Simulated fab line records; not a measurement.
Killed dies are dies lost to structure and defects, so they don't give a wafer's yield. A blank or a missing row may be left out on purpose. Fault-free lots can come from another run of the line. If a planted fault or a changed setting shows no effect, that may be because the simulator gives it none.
Which of the tools did it? / flow sky130 / 10 lots, 30 wafers sampled, at 3 steps of a route of 708

== WHAT THE GAUGES READ, wafer by wafer ==
SKY_LDD_LDN_TW_MEAS_13.
lot=L560; measured=day 23 02:20; on=film metro-04; LDD_LDN_TW=1486 1483 1484
lot=L561; measured=day 23 04:08; on=film metro-04; LDD_LDN_TW=1490 1476 1481
lot=L562; measured=day 23 16:35; on=film metro-04; LDD_LDN_TW=1486 1469 1489
lot=L563; measured=day 24 02:08; on=film metro-02; LDD_LDN_TW=1481 1482 1478
lot=L564; measured=day 24 08:17; on=film metro-02; LDD_LDN_TW=1487 1485 1479
lot=L565; measured=day 24 15:45; on=film metro-01; LDD_LDN_TW=1471 1481 1485
lot=L566; measured=day 25 19:50; on=film metro-02; LDD_LDN_TW=1402 1398 1405
lot=L567; measured=day 25 20:44; on=film metro-01; LDD_LDN_TW=1426 1420 1426
lot=L568; measured=day 26 01:29; on=film metro-01; LDD_LDN_TW=1411 1414 1412
lot=L569; measured=day 26 05:43; on=film metro-01; LDD_LDN_TW=1414 1414 1413

SKY_POLY_CUT_OVL_MEAS_09.
lot=L560; measured=day 24 09:34; on=overlay-02; POLY_CUT_OVL (nm)=0 11 3
lot=L561; measured=day 24 12:19; on=overlay-01; POLY_CUT_OVL (nm)=17 12 11
lot=L562; measured=day 25 00:16; on=overlay-02; POLY_CUT_OVL (nm)=1 2 -12
lot=L563; measured=day 25 09:25; on=overlay-01; POLY_CUT_OVL (nm)=5 -8 -3
lot=L564; measured=day 25 16:13; on=overlay-01; POLY_CUT_OVL (nm)=3 9 3
lot=L565; measured=day 25 22:44; on=overlay-01; POLY_CUT_OVL (nm)=0 -2 2
lot=L566; measured=day 27 13:32; on=overlay-01; POLY_CUT_OVL (nm)=12 13 15
lot=L567; measured=day 27 14:04; on=overlay-01; POLY_CUT_OVL (nm)=7 7 0
lot=L568; measured=day 27 14:25; on=overlay-02; POLY_CUT_OVL (nm)=-14 -8 -6
lot=L569; measured=day 27 14:47; on=overlay-01; POLY_CUT_OVL (nm)=-1 4 -7

== EACH LOT AND THE TOOL THAT RAN IT (in order: tool; ch and the chambers of the sampled wafers; start) ==
lot=L560; SKY_LDD_LDN_IMPLANT_10=implanter-03 ch 0, day 23 01:56
lot=L561; SKY_LDD_LDN_IMPLANT_10=implanter-02 ch 0, day 23 03:45
lot=L562; SKY_LDD_LDN_IMPLANT_10=implanter-04 ch 0, day 23 16:13
lot=L563; SKY_LDD_LDN_IMPLANT_10=implanter-03 ch 0, day 24 01:44
lot=L564; SKY_LDD_LDN_IMPLANT_10=implanter-02 ch 0, day 24 07:53
lot=L565; SKY_LDD_LDN_IMPLANT_10=implanter-02 ch 0, day 24 15:23
lot=L566; SKY_LDD_LDN_IMPLANT_10=implanter-04 ch 0, day 25 19:26
lot=L567; SKY_LDD_LDN_IMPLANT_10=implanter-03 ch 0, day 25 20:21
lot=L568; SKY_LDD_LDN_IMPLANT_10=implanter-04 ch 0, day 26 01:07
lot=L569; SKY_LDD_LDN_IMPLANT_10=implanter-04 ch 0, day 26 05:21
- SKY_LDD_LDN_IMPLANT_10

== WHAT THE TOOLS THEMSELVES READ (means of the sampled wafers that have a number; where no wafer has one, the mark that the record gives instead) ==
The record holds no such reading with a usual standard deviation.

== THE ANSWER, worked out from the rows above alone ==
Rule: what is usual is taken from the lots themselves. The widest of any qualifying gaps counts: lots, ordered by their means at a reading, are off when they make up no more than a third of the lots, leave a main group of 4 or more, and stand apart from it by 3 or more times the standard deviation of that group's means. Not used: any main group whose means are identical at the precision the tables above print for the reading. Also off: a lot with no number at a reading for which 4 or more lots have one. The other lots that the step has rows for count as sound. Order of review: gauges by route order, followed by the tools' own readings, for which a lot's mean as printed above is used. The first step at which some lot is off is used, and at that step the reading that is off furthest; a lot without a number counts as furthest.
No lot is off on any of the readings shown, so nothing can be concluded from this.

== WHAT THE SIMULATOR HAD PUT IN ==
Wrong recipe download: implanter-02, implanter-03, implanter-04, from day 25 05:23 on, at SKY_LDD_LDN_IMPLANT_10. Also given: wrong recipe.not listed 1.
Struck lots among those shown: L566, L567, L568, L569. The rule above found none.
